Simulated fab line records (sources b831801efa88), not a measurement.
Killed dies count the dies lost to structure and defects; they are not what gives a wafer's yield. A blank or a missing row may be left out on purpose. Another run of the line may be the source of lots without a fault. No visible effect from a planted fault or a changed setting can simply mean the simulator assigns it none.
fab line records ; flow gf180mcu
[record] lots = 16; wafers = 48; last_day = 33
route steps=602 shown POLY_GATE@175 HV_LDD@233 NSD@244 SAB@274
lots that met no fault: taken from a fault-free run of the same line
start_h: hours from the record's opening day to when the first of the lot's shown wafers began ; wait_h: hours since the lot's step before ; " same as the row above ; L1.1+2: several wafers, shown together as one row ; - no value, or no start given ; * or withheld: withheld ; < > ~ a bound
route shown NAME@n: names a module that has steps shown in the file, with the first one's number in the route ; usual: average and standard deviation across the fault-free wafers ; same: alike in all rows ; chamber/n: place in a boat ; sites: per-site readings ; _std_site: standard deviation of those values ; _edge_site: outer sites' mean less inner sites' ; radius_mm: for every site, how far away it sits from the centre of the wafer ; mask NAME#n: copy n ; behind: the tool/chamber that last shaped the wafer ; hold: what put the lot on hold/how long, in hours/how the hold closed ; device: which transistor (n, p or np) failed to switch ; end of line: the tests these same wafers got at the end of their route ; for a step that has no rows: nothing shown but its recipe ; killed: not the wafer's yield, but the dies lost to structure and defects at the first sort ; map: dies across one wafer; x = killed, . = not, _ = none there
set.NAME: the setting that was run; set.NAME@STEP: the one run at that earlier step ; model.NAME: the simulator's own value behind a step, which no gauge read
steps of the route over a sample of lots; a table a step, a row a wafer
services: a tool's chamber out of use, with start hour (start_h, from the record's first day; less than 0 if before it), hours out, and reason
[[steps]]
[step GF_POLY_GATE_CD_MEAS_18]
[usual] cd_nm = 279.7/1.9
lot.wafer;tool;chamber;start_h;wait_h;cd_nm
L443.1;cd_sem-01;-;201.69;0.1;280.1
L443.3;cd_sem-01;-;201.69;0.1;279.0
L443.5;cd_sem-01;-;201.69;0.1;281.0
L444.1;cd_sem-01;-;203.95;0.1;281.0
L444.2;cd_sem-01;-;203.95;0.1;278.8
L444.3;cd_sem-01;-;203.95;0.1;277.1
L445.1;cd_sem-01;-;212.10;0.1;277.4
L445.5;cd_sem-01;-;212.10;0.1;278.3
L445.6;cd_sem-01;-;212.10;0.1;277.3
L447.1;cd_sem-02;-;228.66;0.1;281.6
L447.2;cd_sem-02;-;228.66;0.1;282.0
L447.5;cd_sem-02;-;228.66;0.1;284.5
L448.1;cd_sem-01;-;235.75;0.1;275.3
L448.3;cd_sem-01;-;235.75;0.1;278.4
L448.4;cd_sem-01;-;235.75;0.1;276.1
L450.3;cd_sem-02;-;248.94;0.1;279.0
L450.5;cd_sem-02;-;248.94;0.1;279.6
L450.6;cd_sem-02;-;248.94;0.1;278.5
L451.1;cd_sem-02;-;256.05;0.1;279.2
L451.2;cd_sem-02;-;256.05;0.1;279.7
L451.4;cd_sem-02;-;256.05;0.1;281.6
L453.2;cd_sem-02;-;269.23;0.1;280.8
L453.4;cd_sem-02;-;269.23;0.1;281.7
L453.5;cd_sem-02;-;269.23;0.1;277.3
L454.2;cd_sem-01;-;274.91;0.1;278.5
L454.3;cd_sem-01;-;274.91;0.1;278.2
L454.6;cd_sem-01;-;274.91;0.1;278.9
L455.2;cd_sem-02;-;288.80;0.1;279.7
L455.4;cd_sem-02;-;288.80;0.1;280.4
L455.6;cd_sem-02;-;288.80;0.1;281.8
L457.1;cd_sem-02;-;298.90;0.1;277.8
L457.2;cd_sem-02;-;298.90;0.1;283.2
L457.4;cd_sem-02;-;298.90;0.1;278.8
L458.3;cd_sem-01;-;308.48;0.1;278.6
L458.4;cd_sem-01;-;308.48;0.1;278.3
L458.6;cd_sem-01;-;308.48;0.1;278.1
L459.1;cd_sem-02;-;313.55;0.1;277.1
L459.5;cd_sem-02;-;313.55;0.1;278.1
L459.6;cd_sem-02;-;313.55;0.1;278.3
L460.1;cd_sem-02;-;318.09;0.1;277.7
L460.5;cd_sem-02;-;318.09;0.1;278.3
L460.6;cd_sem-02;-;318.09;0.1;281.7
L461.1;cd_sem-02;-;324.98;0.1;282.0
L461.2;cd_sem-02;-;324.98;0.1;281.3
L461.3;cd_sem-02;-;324.98;0.1;278.1
L462.2;cd_sem-02;-;338.45;0.1;278.4
L462.3;cd_sem-02;-;338.45;0.1;279.3
L462.6;cd_sem-02;-;338.45;0.1;278.2
[step GF_HV_LDD_THK_MEAS_57]
[recipe] reads = Si3N4_of_HV_LDD_CVD_56
[usual] HV_LDD_CVD_56_THK = 90.1/0.88
lot.wafer;tool;chamber;start_h;wait_h;HV_LDD_CVD_56_THK[nm]
L443.1;film_metro-03;-;280.81;0.0;89.6
L443.3;film_metro-03;-;280.81;0.0;89.6
L443.5;film_metro-03;-;280.81;0.0;89.6
L444.1;film_metro-04;-;282.36;0.0;90.0
L444.2;film_metro-04;-;282.36;0.0;90.3
L444.3;film_metro-04;-;282.36;0.0;91.0
L445.1;film_metro-03;-;291.49;0.0;89.9
L445.5;film_metro-03;-;291.49;0.0;88.6
L445.6;film_metro-03;-;291.49;0.0;89.4
L447.1;film_metro-03;-;310.14;0.0;89.6
L447.2;film_metro-03;-;310.14;0.0;88.8
L447.5;film_metro-03;-;310.14;0.0;89.2
L448.1;film_metro-02;-;316.56;0.0;89.3
L448.3;film_metro-02;-;316.56;0.0;88.9
L448.4;film_metro-02;-;316.56;0.0;90.0
L450.3;film_metro-04;-;335.61;0.0;89.9
L450.5;film_metro-04;-;335.61;0.0;89.8
L450.6;film_metro-04;-;335.61;0.0;90.5
L451.1;film_metro-02;-;345.58;0.0;90.4
L451.2;film_metro-02;-;345.58;0.0;90.1
L451.4;film_metro-02;-;345.58;0.0;90.1
L453.2;film_metro-02;-;356.23;0.0;89.2
L453.4;film_metro-02;-;356.23;0.0;90.0
L453.5;film_metro-02;-;356.23;0.0;90.2
L454.2;film_metro-02;-;361.60;0.0;91.2
L454.3;film_metro-02;-;361.60;0.0;91.5
L454.6;film_metro-02;-;361.60;0.0;90.9
L455.2;film_metro-04;-;378.34;0.0;92.0
L455.4;film_metro-04;-;378.34;0.0;90.9
L455.6;film_metro-04;-;378.34;0.0;91.7
L457.1;film_metro-04;-;389.99;0.0;91.3
L457.2;film_metro-04;-;389.99;0.0;90.8
L457.4;film_metro-04;-;389.99;0.0;90.9
L458.3;film_metro-02;-;398.50;0.0;91.5
L458.4;film_metro-02;-;398.50;0.0;90.5
L458.6;film_metro-02;-;398.50;0.0;90.8
L459.1;film_metro-04;-;405.73;0.1;88.6
L459.5;film_metro-04;-;405.73;0.1;88.9
L459.6;film_metro-04;-;405.73;0.1;88.9
L460.1;film_metro-04;-;410.41;0.0;90.5
L460.5;film_metro-04;-;410.41;0.0;90.3
L460.6;film_metro-04;-;410.41;0.0;90.6
L461.1;film_metro-02;-;417.93;0.0;90.3
L461.2;film_metro-02;-;417.93;0.0;90.9
L461.3;film_metro-02;-;417.93;0.0;90.5
L462.2;film_metro-04;-;434.32;0.0;89.7
L462.3;film_metro-04;-;434.32;0.0;89.8
L462.6;film_metro-04;-;434.32;0.0;89.8
[step GF_NSD_IMPLANT_09]
[recipe] species = As; energy_kev = 60; dose_cm2 = 4e+15; tilt_deg = 7
[usual] dose_ions_cm2 = 4e+15/4.1e+12; implant_ion_amu = 75/0
lot.wafer;tool;chamber;start_h;wait_h;dose_ions_cm2;implant_ion_amu
L443.1;implanter-03;0;301.17;0.0;3.998e+15;75
L443.3;implanter-03;0;301.17;0.0;3.997e+15;75
L443.5;implanter-03;0;301.17;0.0;3.996e+15;75
L444.1;implanter-02;0;302.22;0.0;4.001e+15;75
L444.2;implanter-02;0;302.22;0.0;4.002e+15;75
L444.3;implanter-02;0;302.22;0.0;3.998e+15;75
L445.1;implanter-03;0;311.87;0.0;3.993e+15;75
L445.5;implanter-03;0;311.87;0.0;3.999e+15;75
L445.6;implanter-03;0;311.87;0.0;4e+15;75
L447.1;implanter-03;0;331.67;0.0;4e+15;75
L447.2;implanter-03;0;331.67;0.0;4.003e+15;75
L447.5;implanter-03;0;331.67;0.0;3.998e+15;75
L448.1;implanter-03;0;338.09;0.1;4.008e+15;75
L448.3;implanter-03;0;338.09;0.1;3.997e+15;75
L448.4;implanter-03;0;338.09;0.1;3.993e+15;75
L450.3;implanter-03;0;357.38;0.1;3.996e+15;75
L450.5;implanter-03;0;357.38;0.1;4.002e+15;75
L450.6;implanter-03;0;357.38;0.1;3.999e+15;75
L451.1;implanter-03;0;367.62;0.0;4.004e+15;75
L451.2;implanter-03;0;367.62;0.0;3.995e+15;75
L451.4;implanter-03;0;367.62;0.0;4.001e+15;75
L453.2;implanter-02;0;378.36;0.0;3.998e+15;75
L453.4;implanter-02;0;378.36;0.0;3.999e+15;75
L453.5;implanter-02;0;378.36;0.0;3.988e+15;75
L454.2;implanter-02;0;384.93;0.0;4.004e+15;75
L454.3;implanter-02;0;384.93;0.0;4e+15;75
L454.6;implanter-02;0;384.93;0.0;3.999e+15;75
L455.2;implanter-03;0;401.20;0.0;3.993e+15;75
L455.4;implanter-03;0;401.20;0.0;4.006e+15;75
L455.6;implanter-03;0;401.20;0.0;3.998e+15;75
L457.1;implanter-02;0;413.63;0.0;4.003e+15;75
L457.2;implanter-02;0;413.63;0.0;3.999e+15;75
L457.4;implanter-02;0;413.63;0.0;4.001e+15;75
L458.3;implanter-03;0;421.77;0.1;3.999e+15;75
L458.4;implanter-03;0;421.77;0.1;4e+15;75
L458.6;implanter-03;0;421.77;0.1;4e+15;75
L459.1;implanter-03;0;430.01;0.0;3.996e+15;49
L459.5;implanter-03;0;430.01;0.0;3.996e+15;49
L459.6;implanter-03;0;430.01;0.0;3.993e+15;49
L460.1;implanter-04;0;435.23;0.0;4.004e+15;49
L460.5;implanter-04;0;435.23;0.0;3.996e+15;49
L460.6;implanter-04;0;435.23;0.0;4.001e+15;49
L461.1;implanter-04;0;442.08;0.0;4.002e+15;49
L461.2;implanter-04;0;442.08;0.0;4.005e+15;49
L461.3;implanter-04;0;442.08;0.0;3.996e+15;49
L462.2;implanter-02;0;459.48;0.0;4.001e+15;49
L462.3;implanter-02;0;459.48;0.0;4.001e+15;49
L462.6;implanter-02;0;459.48;0.0;4e+15;49
[step GF_NSD_STRIP_11]
[recipe] chemistry = O2/N2; power_w = 1400; pressure_mtorr = 1500; platen_temp_c = 250; o2_flow_sccm = 3000; n2_flow_sccm = 300; overash_fraction = 0.5
[usual] chamber_pressure_mTorr = 1500.0/1.4; drypump_motor_current_A = 5.6/0.49; heater_power_w = 330/30; oes_product_au = 0.487/0.0047; strip_time_to_endpoint_s = 22.96/0.033
lot.wafer;tool;chamber;start_h;wait_h;chamber_pressure_mTorr;drypump_motor_current_A;heater_power_w;oes_product_au;rf_hours_counter_h;strip_time_to_endpoint_s
L443.1;plasma_asher-03;1;301.47;0.1;1502.4;4.9;292;0.485;22;22.96
L443.3;plasma_asher-03;0;301.47;0.1;1499.4;5.7;322;0.487;-;22.95
L443.5;plasma_asher-03;0;301.47;0.1;1498.4;5.6;319;0.494;-;22.94
L444.1;plasma_asher-01;1;302.52;0.1;1499.2;5.4;313;0.491;52;22.94
L444.2;plasma_asher-01;0;302.52;0.1;1498.7;6.4;342;0.482;52;22.93
L444.3;plasma_asher-01;1;302.52;0.1;1502.5;5.4;324;0.490;-;22.98
L445.1;plasma_asher-02;0;312.17;0.1;1500.2;5.1;379;0.485;64;22.98
L445.5;plasma_asher-02;1;312.17;0.1;1499.5;5.7;299;0.487;-;22.99
L445.6;plasma_asher-02;0;312.17;0.1;1500.1;5.1;377;0.494;-;22.99
L447.1;plasma_asher-02;1;331.97;0.1;1499.3;5.7;294;0.487;66;23.02
L447.2;plasma_asher-02;0;331.97;0.1;1499.0;5.1;380;0.493;66;23.02
L447.5;plasma_asher-02;0;331.97;0.1;1500.3;5.1;384;0.489;-;23.00
L448.1;plasma_asher-01;0;338.39;0.1;1501.3;6.4;347;0.480;56;23.00
L448.3;plasma_asher-01;1;338.39;0.1;1499.3;5.5;321;0.481;-;22.97
L448.4;plasma_asher-01;0;338.39;0.1;1500.5;6.4;348;0.494;-;22.95
L450.3;plasma_asher-01;0;357.66;0.1;1499.8;6.4;349;0.495;-;22.99
L450.5;plasma_asher-01;0;357.66;0.1;1500.6;6.5;348;0.481;-;22.97
L450.6;plasma_asher-01;1;357.66;0.1;1502.6;5.4;312;0.491;-;22.94
L451.1;plasma_asher-01;1;367.92;0.1;1502.1;5.4;308;0.493;59;22.91
L451.2;plasma_asher-01;0;367.92;0.1;1500.6;6.4;347;0.496;59;22.96
L451.4;plasma_asher-01;1;367.92;0.1;1500.7;5.5;312;0.501;-;22.97
L453.2;plasma_asher-02;1;378.63;0.1;1500.3;5.7;295;0.484;71;22.94
L453.4;plasma_asher-02;0;378.63;0.1;1499.7;5.1;375;0.490;-;22.96
L453.5;plasma_asher-02;1;378.63;0.1;1502.4;5.7;298;0.482;-;22.93
L454.2;plasma_asher-02;1;385.21;0.1;1502.4;5.7;296;0.489;72;22.89
L454.3;plasma_asher-02;0;385.21;0.1;1500.4;5.1;384;0.492;-;22.86
L454.6;plasma_asher-02;0;385.21;0.1;1499.4;5.2;377;0.484;-;22.89
L455.2;plasma_asher-01;0;401.48;0.1;1497.5;6.4;345;0.488;62;22.97
L455.4;plasma_asher-01;0;401.48;0.1;1501.8;6.4;349;0.485;-;22.98
L455.6;plasma_asher-01;0;401.48;0.1;1500.9;6.4;357;0.492;-;22.96
L457.1;plasma_asher-02;0;413.93;0.1;1497.2;5.1;385;0.486;75;22.97
L457.2;plasma_asher-02;1;413.93;0.1;1501.1;5.7;304;0.480;75;22.95
L457.4;plasma_asher-02;1;413.93;0.1;1501.3;5.7;297;0.489;-;22.95
L458.3;plasma_asher-03;1;422.05;0.1;1497.8;4.9;288;0.489;-;22.94
L458.4;plasma_asher-03;0;422.05;0.1;1499.4;5.6;322;0.486;-;22.93
L458.6;plasma_asher-03;0;422.05;0.1;1501.8;5.6;317;0.486;-;22.98
L459.1;plasma_asher-02;1;430.31;0.1;1498.5;5.6;313;0.481;0;23.74
L459.5;plasma_asher-02;0;430.31;0.1;1499.9;5.1;385;0.478;-;23.73
L459.6;plasma_asher-02;1;430.31;0.1;1501.5;5.6;304;0.486;-;23.73
L460.1;plasma_asher-03;0;435.53;0.1;1501.0;5.6;323;0.474;37;23.81
L460.5;plasma_asher-03;1;435.53;0.1;1500.4;4.9;294;0.476;-;23.76
L460.6;plasma_asher-03;0;435.53;0.1;1500.7;5.6;323;0.480;-;23.76
L461.1;plasma_asher-01;1;442.38;0.1;1500.2;5.4;316;0.483;66;23.73
L461.2;plasma_asher-01;0;442.38;0.1;1497.7;6.4;357;0.480;66;23.75
L461.3;plasma_asher-01;0;442.38;0.1;1502.5;6.4;346;0.483;-;23.67
L462.2;plasma_asher-03;1;459.76;0.1;1499.3;4.9;297;0.478;40;23.76
L462.3;plasma_asher-03;1;459.76;0.1;1500.7;4.9;291;0.485;-;23.77
L462.6;plasma_asher-03;0;459.76;0.1;1500.0;5.6;331;0.484;-;23.74
[step GF_PSD_RS_MEAS_14]
[recipe] thk_meas_gauge = four-point-probe
[usual] NSD_RS = 46.11/0.097
lot.wafer;tool;chamber;start_h;wait_h;NSD_RS[ohm/sq]
L443.1;film_metro-02;-;322.28;0.1;46.35
L443.3;film_metro-02;-;322.28;0.1;46.25
L443.5;film_metro-02;-;322.28;0.1;46.27
L444.1;film_metro-01;-;323.18;0.1;46.14
L444.2;film_metro-01;-;323.18;0.1;45.95
L444.3;film_metro-01;-;323.18;0.1;46.03
L445.1;film_metro-02;-;333.73;0.1;46.19
L445.5;film_metro-02;-;333.73;0.1;46.21
L445.6;film_metro-02;-;333.73;0.1;46.19
L447.1;film_metro-01;-;353.22;0.1;46.02
L447.2;film_metro-01;-;353.22;0.1;46.13
L447.5;film_metro-01;-;353.22;0.1;45.99
L448.1;film_metro-01;-;360.10;0.1;46.02
L448.3;film_metro-01;-;360.10;0.1;46.12
L448.4;film_metro-01;-;360.10;0.1;46.10
L450.3;film_metro-02;-;380.95;0.1;46.33
L450.5;film_metro-02;-;380.95;0.1;46.10
L450.6;film_metro-02;-;380.95;0.1;46.17
L451.1;film_metro-02;-;391.01;0.1;46.14
L451.2;film_metro-02;-;391.01;0.1;46.09
L451.4;film_metro-02;-;391.01;0.1;46.24
L453.2;film_metro-03;-;402.18;0.1;46.07
L453.4;film_metro-03;-;402.18;0.1;46.05
L453.5;film_metro-03;-;402.18;0.1;46.07
L454.2;film_metro-03;-;409.14;0.1;46.31
L454.3;film_metro-03;-;409.14;0.1;46.19
L454.6;film_metro-03;-;409.14;0.1;46.18
L455.2;film_metro-01;-;425.59;0.1;46.08
L455.4;film_metro-01;-;425.59;0.1;46.09
L455.6;film_metro-01;-;425.59;0.1;46.08
L457.1;film_metro-01;-;438.85;0.1;46.08
L457.2;film_metro-01;-;438.85;0.1;46.19
L457.4;film_metro-01;-;438.85;0.1;46.18
L458.3;film_metro-01;-;446.86;0.1;45.91
L458.4;film_metro-01;-;446.86;0.1;46.01
L458.6;film_metro-01;-;446.86;0.1;45.95
L459.1;film_metro-01;-;455.16;0.1;-
L459.5;film_metro-01;-;455.16;0.1;-
L459.6;film_metro-01;-;455.16;0.1;-
L460.1;film_metro-03;-;460.76;0.1;-
L460.5;film_metro-03;-;460.76;0.1;-
L460.6;film_metro-03;-;460.76;0.1;-
L461.1;film_metro-01;-;467.41;0.1;-
L461.2;film_metro-01;-;467.41;0.1;-
L461.3;film_metro-01;-;467.41;0.1;-
L462.2;film_metro-01;-;484.69;0.1;-
L462.3;film_metro-01;-;484.69;0.1;-
L462.6;film_metro-01;-;484.69;0.1;-
[step GF_SAB_OVL_MEAS_10]
[usual] SAB_OVL = 0.5/1.3
lot.wafer;tool;chamber;start_h;wait_h;SAB_OVL[nm]
L443.1;overlay-01;-;343.38;0.1;-0.2
L443.3;overlay-01;-;343.38;0.1;1.1
L443.5;overlay-01;-;343.38;0.1;1.4
L444.1;overlay-01;-;344.14;0.1;1.2
L444.2;overlay-01;-;344.14;0.1;1.4
L444.3;overlay-01;-;344.14;0.1;1.7
L445.1;overlay-02;-;355.04;0.1;1.5
L445.5;overlay-02;-;355.04;0.1;0.0
L445.6;overlay-02;-;355.04;0.1;0.3
L447.1;overlay-01;-;375.83;0.1;1.8
L447.2;overlay-01;-;375.83;0.1;1.0
L447.5;overlay-01;-;375.83;0.1;1.1
L448.1;overlay-02;-;382.38;0.1;-1.0
L448.3;overlay-02;-;382.38;0.1;1.4
L448.4;overlay-02;-;382.38;0.1;-0.7
L450.3;overlay-02;-;404.06;0.1;2.8
L450.5;overlay-02;-;404.06;0.1;-0.6
L450.6;overlay-02;-;404.06;0.1;-0.1
L451.1;overlay-02;-;414.24;0.1;-1.1
L451.2;overlay-02;-;414.24;0.1;-0.2
L451.4;overlay-02;-;414.24;0.1;-0.4
L453.2;overlay-02;-;425.74;0.1;1.4
L453.4;overlay-02;-;425.74;0.1;1.8
L453.5;overlay-02;-;425.74;0.1;1.1
L454.2;overlay-01;-;433.49;0.1;1.3
L454.3;overlay-01;-;433.49;0.1;1.2
L454.6;overlay-01;-;433.49;0.1;1.1
L455.2;overlay-01;-;450.20;0.1;0.5
L455.4;overlay-01;-;450.20;0.1;-1.2
L455.6;overlay-01;-;450.20;0.1;0.4
L457.1;overlay-02;-;463.18;0.1;1.3
L457.2;overlay-02;-;463.18;0.1;1.6
L457.4;overlay-02;-;463.18;0.1;1.3
L458.3;overlay-02;-;471.35;0.1;0.0
L458.4;overlay-02;-;471.35;0.1;1.1
L458.6;overlay-02;-;471.35;0.1;3.7
L459.1;overlay-01;-;478.89;0.1;-0.9
L459.5;overlay-01;-;478.89;0.1;0.7
L459.6;overlay-01;-;478.89;0.1;0.7
L460.1;overlay-02;-;485.14;0.1;0.4
L460.5;overlay-02;-;485.14;0.1;2.0
L460.6;overlay-02;-;485.14;0.1;0.5
L461.1;overlay-01;-;491.84;0.1;3.5
L461.2;overlay-01;-;491.84;0.1;3.1
L461.3;overlay-01;-;491.84;0.1;3.2
L462.2;overlay-01;-;508.54;0.1;-1.9
L462.3;overlay-01;-;508.54;0.1;-0.9
L462.6;overlay-01;-;508.54;0.1;-0.6
[[services]]
tool;chamber;start_h;hours;kind
implanter-02;-;318.39;4.4;pm
implanter-04;-;322.40;107.9;pm
plasma_asher-02;-;421.25;9.0;pm
plasma_asher-02;0;421.25;9.0;vent_cycle
plasma_asher-02;1;421.25;9.0;vent_cycle
plasma_asher-02;0;430.25;-;clean
plasma_asher-02;1;430.25;-;clean
plasma_asher-01;-;452.46;2.8;pm
[[key]]
[first_sign] step = GF_NSD_IMPLANT_09; reading = implant_ion_amu; direction = down; sigmas = 99+; usual = 75; struck = 49
[effect] step = GF_NSD_STRIP_11; reading = strip_time_to_endpoint_s; direction = up; sigmas = 24; usual = *; struck = *
[effect] step = GF_PSD_RS_MEAS_14; reading = NSD_RS; direction = missing
met_at GF_NSD_IMPLANT_09
struck_lots L459,L460,L461,L462
sort_left_out L459.1,L459.5,L459.6,L460.1,L460.5,L460.6,L461.1,L461.2,L461.3,L462.2,L462.3,L462.6
tester_left_out L459,L460,L461,L462
not_acting_at GF_POLY_GATE_CD_MEAS_18,GF_HV_LDD_THK_MEAS_57,GF_SAB_OVL_MEAS_10
onset_between 421.77 430.01
[fault] kind = wrong_recipe_download; tool = implanter-02,implanter-03,implanter-04; chamber = -; onset_h = 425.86; steps = GF_NSD_IMPLANT_09; wrong_recipe.not_listed = 1
// tester_left_out: of these lots the tester's yield and bins aren't shown, on N5 and GAA mostly nor the transistor test; their killed dies are dies lost to structure and defects alone, not to doping, threshold or leakage, so they don't give the yield
// sort_left_out: the simulated sort isn't trusted on such a fault, so these wafers' sort isn't shown, and their yield isn't known
